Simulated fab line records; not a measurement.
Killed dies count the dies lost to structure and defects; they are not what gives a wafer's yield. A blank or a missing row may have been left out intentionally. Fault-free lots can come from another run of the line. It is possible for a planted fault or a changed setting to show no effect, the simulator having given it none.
A struck lot beside a sound one | flow sky130 | 18 steps out of a route of 708
Sound: wafers L127.1, L127.4, L127.5. Struck: wafer L141.2; the same lot's L141.4 was not struck, so it is left out; see the end for the cause.
At each step with rows: each side's tool, then ch and its chambers, then its first start. Under that, the readings that differ: sound wafers | struck wafers | difference of the means | sigmas: that difference in standard deviations of wafers without a fault.
alike: same words and numbers on both sides, and readings whose means sit less than 2 such deviations apart. not compared: any withheld reading, any reading some wafer has no value for, any bound like >300 that may hide the same value, and any number with overlapping values for which the record gives no deviation.
Wherever a step has rows on one side only, a row that says differs or no value, or a row with sigmas, the two part there. When numbers do not overlap yet have no deviation, they are printed without sigmas and do not part them. Lack of a reading on every wafer of one side parts them only where that side has two or more wafers.

first, 2 steps without rows for these wafers: SKY_CONTACT_PEB_12; SKY_CONTACT_DEVELOP_13 (develop time 60 s).
SKY_CONTACT_CD_MEAS_14: target cd 170 nm.
  sound on cd sem-01 at day 33 10:34; struck on cd sem-02 at day 37 19:41
  alike: cd nm
SKY_CONTACT_OVL_MEAS_15:
  sound on overlay-01 at day 33 10:41; struck on overlay-01 at day 37 19:47
  reading          | sound | struck | difference | sigmas
  CONTACT_OVL (nm) | 3 3 6 | -7     | -11        | -2
SKY_CONTACT_ETCH_16: etches BARC in N2/H2, stops on SiO2, time 45.9 s, target depth 60 nm.
  sound on rie diel-04 ch 0,2, day 33 10:44; struck on rie diel-02 ch 0, day 37 19:49
  alike: drypump motor current A, n2 flow sccm, oes product au, throttle valve pct
  not compared: rf hours counter h
SKY_CONTACT_ETCH_17: etches SiO2 in C4F8/O2/Ar, stops on Si3N4, target depth 340 nm.
  sound on rie diel-04 ch 0,2, day 33 10:46; struck on rie diel-02 ch 0, day 37 19:51
  alike: oes product au
SKY_CONTACT_ETCH_18: etches Si3N4 in CHF3/O2, stops on TiN, time 39 s, target depth 75 nm.
  sound: rie diel-04 ch 0,2; struck: rie diel-02 ch 0
  alike: chf3 flow sccm, drypump motor current A, oes product au, throttle valve pct
  not compared: rf hours counter h
SKY_CONTACT_STRIP_19: strips in O2/N2.
  sound on plasma asher-03 ch 0,1, day 33 10:52; struck on plasma asher-03 ch 1, day 37 19:56
  alike: drypump motor current A, n2 flow sccm, oes product au, strip time to endpoint s
  not compared: rf hours counter h
then, 3 steps without rows for these wafers: SKY_CONTACT_STRIP_20 (strips in post etch residue remover, time 1200 s); SKY_CONTACT_CLEAN_21 (cleans in IPA, time 180 s); SKY_CONTACT_CLEAN_22 (cleans in O3/DIW).
SKY_CONTACT_SPUTTER_23: material TiN, target thk 20 nm, time 80 s.
  sound on pvd sputter-02 at day 33 11:29; struck on pvd sputter-02 at day 37 20:49
  alike: throttle valve pct
SKY_CONTACT_CVD_24: deposits W, target thk 340 nm, time 102.12 s.
  sound on cvd w-02 ch 0,1, day 33 11:33; struck on cvd w-02 ch 1, day 37 20:56
  reading                               | sound             | struck | difference | sigmas
  model.W_of_CONTACT_CVD_24.thk nm (nm) | 343.9 342.7 343.7 | 279.4  | -64.0      |
  alike: heater power w, susceptor temp C
  not compared: since wet clean h
SKY_CONTACT_RS_MEAS_25: measurement is done with a four-point probe.
  sound on film metro-01 at day 33 11:40; struck on film metro-01 at day 37 21:08
  reading               | sound             | struck | difference | sigmas
  CONTACT_W_RS (ohm/sq) | 0.335 0.335 0.334 | 0.412  | +0.077     | +23
SKY_CONTACT_THK_MEAS_26: measures by xrf.
  sound on film metro-01 at day 33 11:47; struck on film metro-01 at day 37 21:14
  reading            | sound       | struck | difference | sigmas
  CONTACT_W_THK (nm) | 347 346 350 | 283    | -65        | -14
SKY_CONTACT_CMP_27: polishes, stops on SiO2, t overpolish 15 s, target thk 0 nm.
  sound on cmp-02 ch 1,2,3, day 33 11:53; struck on cmp-02 ch 3, day 37 21:25
  reading                | sound    | struck | difference | sigmas
  time to endpoint s (s) | 79 81 76 | 71     | -8         | -3
  alike: motor current A
then, 1 step without rows for these wafers: SKY_METAL1_SPUTTER_00 (material Ti, target thk 15 nm, time 10 s).
SKY_PAD_OPEN_PROBE_99:
  sound wafers here have rows in the record (prober-02, day 47 03:42); struck ones have none

WHERE THEY PART
First at SKY_CONTACT_OVL_MEAS_15; last, within this record, at SKY_PAD_OPEN_PROBE_99.

WHY: what had been put in by the simulator
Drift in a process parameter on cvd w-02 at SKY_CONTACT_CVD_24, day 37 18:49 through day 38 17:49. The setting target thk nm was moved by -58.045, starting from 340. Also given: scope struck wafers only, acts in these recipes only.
